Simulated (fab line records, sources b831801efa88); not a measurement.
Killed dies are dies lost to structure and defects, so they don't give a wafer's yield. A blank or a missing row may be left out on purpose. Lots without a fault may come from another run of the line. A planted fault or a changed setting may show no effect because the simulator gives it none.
fab line records | flow sfq_line
record lots=5 wafers=15 last_day=92
route steps=325 shown M8@316
lots that met no fault: from a run of the same line without faults
start_h: hours from the record's first day to the start of the lot's first wafer shown | wait_h: hours since the lot's step before | " the same as in the row above | L1.1+2: a row that stands for several wafers | - no value, or no start given | * or withheld: withheld | < > ~ a bound
route shown NAME@n: a module of which the file shows steps, and the number in the route of the first | usual: mean/standard deviation of fault-free wafers | same: alike in all rows | chamber/n: place in a boat | sites: the reading at each site | _std_site: their standard deviation | _edge_site: outer sites' mean less inner sites' | radius_mm: how far each site lies from the wafer's centre | mask NAME#n: copy n | behind: the tool/chamber that last shaped the wafer | hold: why the lot was held/for how many hours/how that ended | device: the transistor (n, p or np) that didn't switch | end of line: the same wafers' tests at the end of the route | a step without rows: its recipe alone | killed: dies lost to structure and defects at the first sort, not the wafer's yield | map: a wafer's dies, x killed, . not, _ none there
set.NAME: the setting as run; set.NAME@STEP: as run at that earlier step | model.NAME: the simulator's own value behind a step, which no gauge read
lots at some steps of the route; a table a step, a row a wafer
services: from which hour (start_h, from the record's first day; less than 0 if before it) a tool's chamber was out of use, for how many hours, and why
## steps
# step SFQ_TRILAYER_M8_LITHO_PEB_196
# recipe peb_temp_c=115 peb_time_s=60 resist=KrF
# columns lot.wafer tool chamber start_h wait_h
L075.1+3+4 litho_track-03 0 1906.83 1.0
L091.2+3+6 litho_track-01 0 2092.90 0.8
L094.2+4+6 litho_track-03 0 2187.69 0.8
L096.1+2+6 litho_track-03 0 2195.41 1.0
L097.1+4+6 litho_track-02 0 2203.21 1.0
# step SFQ_TRILAYER_M8_LITHO_DEVELOP_195
# recipe img_clear_s=15 time_s=55 resist=KrF
# columns lot.wafer tool chamber start_h wait_h
L075.1+3+4 litho_track-03 0 1906.98 0.1
L091.2+3+6 litho_track-01 0 2093.05 0.1
L094.2+4+6 litho_track-03 0 2187.84 0.1
L096.1+2+6 litho_track-03 0 2195.56 0.1
L097.1+4+6 litho_track-02 0 2203.36 0.1
# step SFQ_M8_OVL_MEAS_948
# usual M8_OVL=-3/5.5
# columns lot.wafer tool chamber start_h wait_h M8_OVL[nm]
L075.1 overlay-02 - 1907.12 0.1 -5
L075.3 " - " " -5
L075.4 " - " " 3
L091.2 overlay-01 - 2093.17 0.1 -5
L091.3 " - " " -9
L091.6 " - " " -4
L094.2 overlay-01 - 2187.97 0.1 -7
L094.4 " - " " -5
L094.6 " - " " 3
L096.1 overlay-02 - 2195.70 0.1 -16
L096.2 " - " " -12
L096.6 " - " " -16
L097.1 overlay-02 - 2203.50 0.1 -4
L097.4 " - " " -8
L097.6 " - " " -14
# step SFQ_TRILAYER_M8_DEP_EVAP_197
# recipe material=Ti angular_spread_deg=1 target_thk_nm=20 time_s=100 power_w=2000
# columns lot.wafer tool chamber start_h wait_h
L075.1+3+4 pvd_sputter-01 - 1907.16 0.0
L091.2+3+6 pvd_sputter-01 - 2093.20 0.0
L094.2+4+6 pvd_sputter-01 - 2188.00 0.0
L096.1+2+6 pvd_sputter-01 - 2195.74 0.0
L097.1+4+6 pvd_sputter-02 - 2203.54 0.0
# step SFQ_TRILAYER_M8_DEP_EVAP_198
# recipe material=Pt angular_spread_deg=1 target_thk_nm=50 time_s=250 power_w=2000
# columns lot.wafer tool chamber start_h wait_h
L075.1+3+4 pvd_sputter-01 - 1907.23 0.0
L091.2+3+6 pvd_sputter-01 - 2093.28 0.0
L094.2+4+6 pvd_sputter-01 - 2188.07 0.0
L096.1+2+6 pvd_sputter-01 - 2195.81 0.0
L097.1+4+6 pvd_sputter-02 - 2203.61 0.0
# step SFQ_TRILAYER_M8_DEP_EVAP_196
# recipe material=Au angular_spread_deg=1 target_thk_nm=180 time_s=900 power_w=2000
# columns lot.wafer tool chamber start_h wait_h
L075.1+3+4 pvd_sputter-01 - 1907.39 0.1
L091.2+3+6 pvd_sputter-01 - 2093.43 0.1
L094.2+4+6 pvd_sputter-01 - 2188.22 0.1
L096.1+2+6 pvd_sputter-01 - 2195.97 0.1
L097.1+4+6 pvd_sputter-02 - 2203.77 0.1
# step SFQ_M8_RS_MEAS_949
# recipe thk_meas_gauge=four-point-probe reads=Au_of_TRILAYER_M8_DEP_EVAP_196+Pt_of_TRILAYER_M8_DEP_EVAP_198+Ti_of_TRILAYER_M8_DEP_EVAP_197
# usual M8_AU_RS=0.1535/0.0016
# columns lot.wafer tool chamber start_h wait_h M8_AU_RS[ohm/sq]
L075.1 film_metro-03 - 1907.90 0.3 0.1539
L075.3 " - " " 0.1517
L075.4 " - " " 0.1541
L091.2 film_metro-03 - 2093.97 0.3 0.1537
L091.3 " - " " 0.1557
L091.6 " - " " 0.1561
L094.2 film_metro-04 - 2188.76 0.3 0.1538
L094.4 " - " " 0.1547
L094.6 " - " " 0.1525
L096.1 film_metro-04 - 2196.48 0.3 0.1540
L096.2 " - " " 0.1556
L096.6 " - " " 0.1528
L097.1 film_metro-04 - 2204.28 0.3 0.1552
L097.4 " - " " 0.1529
L097.6 " - " " 0.1530
# step SFQ_M8_THK_MEAS_950
# recipe thk_meas_gauge=xrf reads=Au_of_TRILAYER_M8_DEP_EVAP_196
# usual M8_AU_THK=180.9/2.1
# columns lot.wafer tool chamber start_h wait_h M8_AU_THK[nm]
L075.1 film_metro-03 - 1908.02 0.1 181.6
L075.3 " - " " 184.8
L075.4 " - " " 180.6
L091.2 film_metro-03 - 2094.08 0.1 180.9
L091.3 " - " " 178.8
L091.6 " - " " 178.5
L094.2 film_metro-04 - 2188.87 0.1 180.9
L094.4 " - " " 178.7
L094.6 " - " " 182.2
L096.1 film_metro-04 - 2196.60 0.1 180.4
L096.2 " - " " 179.0
L096.6 " - " " 182.2
L097.1 film_metro-04 - 2204.40 0.1 179.0
L097.4 " - " " 181.3
L097.6 " - " " 181.5
# step SFQ_TRILAYER_M8_LIFTOFF_LIFTOFF_197
# recipe temp_c=80 time_s=600 chemistry=NMP
# usual bath_guard_temp_C=79.9/0.55
# columns lot.wafer tool chamber start_h wait_h bath_guard_temp_C
L075.1 wet_bench-03 0 1908.08 0.1 80.5
L075.3 " 2 " " 80.0
L075.4 " 7 " " 79.7
L091.2 wet_bench-01 3 2094.13 0.0 79.0
L091.3 " 0 " " 79.4
L091.6 " 4 " " 79.1
L094.2 wet_bench-03 7 2188.92 0.0 79.6
L094.4 " 2 " " 80.0
L094.6 " 1 " " 80.2
L096.1 wet_bench-04 2 2196.66 0.1 80.2
L096.2 " 1 " " 80.4
L096.6 " 7 " " 80.3
L097.1 wet_bench-01 0 2204.46 0.1 79.0
L097.4 " 1 " " 79.6
L097.6 " 3 " " 79.3
# step SFQ_M8_BOW_MEAS_951
# recipe mode=bow
# usual M8_BOW=7/11
# columns lot.wafer tool chamber start_h wait_h M8_BOW[um]
L075.1 film_metro-02 - 1908.26 0.0 12
L075.3 " - " " 11
L075.4 " - " " 8
L091.2 film_metro-04 - 2094.32 0.0 20
L091.3 " - " " 17
L091.6 " - " " 15
L094.2 film_metro-03 - 2189.12 0.0 5
L094.4 " - " " 14
L094.6 " - " " 18
L096.1 film_metro-03 - 2196.85 0.0 -6
L096.2 " - " " 4
L096.6 " - " " 2
L097.1 film_metro-03 - 2204.64 0.0 -2
L097.4 " - " " -14
L097.6 " - " " -13
## services
# columns tool chamber start_h hours kind
pvd_sputter-01 - 1933.29 8.2 repair
pvd_sputter-02 - 1941.73 3.8 repair
wet_bench-04 - 2037.74 4.2 repair
wet_bench-01 - 2054.03 10.4 repair
pvd_sputter-01 - 2086.65 2.4 repair
wet_bench-04 - 2141.38 1.9 pm
wet_bench-04 - 2166.06 3.2 repair
pvd_sputter-02 - 2185.18 3.2 repair
## key
fault none
